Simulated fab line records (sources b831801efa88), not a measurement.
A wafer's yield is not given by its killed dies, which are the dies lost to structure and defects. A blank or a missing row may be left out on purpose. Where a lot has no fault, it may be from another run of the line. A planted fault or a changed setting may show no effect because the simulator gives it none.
Which of the tools did it? -- flow gf180mcu -- Sampling: 11 lots, 33 wafers, 2 of 602 route steps

## WHAT THE GAUGES SHOWED, per wafer
GF_STI_THK_MEAS_04.
lot,measured,on,STI_CVD_03_THK (nm)
L862,day 1 18:34,film_metro-04,205.9 207.4 207.1
L864,day 2 04:34,film_metro-03,207.7 207.2 207.6
L865,day 2 09:34,film_metro-03,209.6 209.6 208.9
L867,day 2 19:34,film_metro-02,206.9 206.8 209.0
L868,day 3 01:50,film_metro-03,204.6 205.0 206.5
L869,day 3 06:11,film_metro-02,207.6 208.9 209.5
L870,day 3 10:34,film_metro-04,217.3 217.6 218.2
L871,day 3 16:02,film_metro-02,219.8 220.9 220.4
L872,day 3 20:39,film_metro-04,208.8 207.8 206.3
L881,day 5 19:01,film_metro-04,208.7 209.8 208.3
L883,day 6 03:35,film_metro-04,206.3 209.0 207.3

## WHICH TOOL RAN EACH LOT (tool, then ch and the chambers of the sampled wafers, then the start)
lot,GF_STI_CVD_03
L862,"lpcvd-02 ch 0, day 1 16:34"
L864,"lpcvd-01 ch 0, day 2 02:34"
L865,"lpcvd-01 ch 1, day 2 07:34"
L867,"lpcvd-01 ch 0, day 2 17:34"
L868,"lpcvd-02 ch 0, day 2 23:50"
L869,"lpcvd-02 ch 0, day 3 04:11"
L870,"lpcvd-02 ch 0, day 3 08:34"
L871,"lpcvd-02 ch 0, day 3 14:01"
L872,"lpcvd-01 ch 0, day 3 18:40"
L881,"lpcvd-01 ch 0, day 5 17:01"
L883,"lpcvd-01 ch 0, day 6 01:34"
- GF_STI_CVD_03: deposits Si3N4 from DCS/NH3, target thk 207.16 nm, time 3551 s.

## THE ANSWER, worked out from the rows above alone
Rule: the usual values come from the lots themselves. Put in order of their means at a reading, lots are off if they are a third of the lots or fewer, leave a main group of 4 or more, and stand apart from it by a gap of 3 or more times the standard deviation of the main group's means; of several such gaps the widest counts. If all means in a main group match to the digits the tables above print for the reading, that group is not used. A lot without any number at a reading at which 4 lots or more have one is off too. All remaining lots with rows at the step are treated as sound.
Off: at GF_STI_THK_MEAS_04 (STI_CVD_03_THK), L870, L871. The main group has a mean of 207.7 nm with a standard deviation of 1.1.
A tool fits if, at a process step before that reading, it ran every lot that is off, and no sound lot after the first of them. Gauges at GF_STI_THK_MEAS_04: tried the same way as those tools. One candidate fits, namely lpcvd-02 at GF_STI_CVD_03. A fault onset in the window from L869 (day 3 04:11, its last sound lot) to L870 (day 3 08:34, its first lot off) fits.

## WHAT THE SIMULATOR HAD INSERTED
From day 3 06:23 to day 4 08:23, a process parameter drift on lpcvd-02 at GF_STI_CVD_03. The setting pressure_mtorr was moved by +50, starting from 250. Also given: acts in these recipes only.
Shown lots that were struck: L870, L871. The rule above found the same.
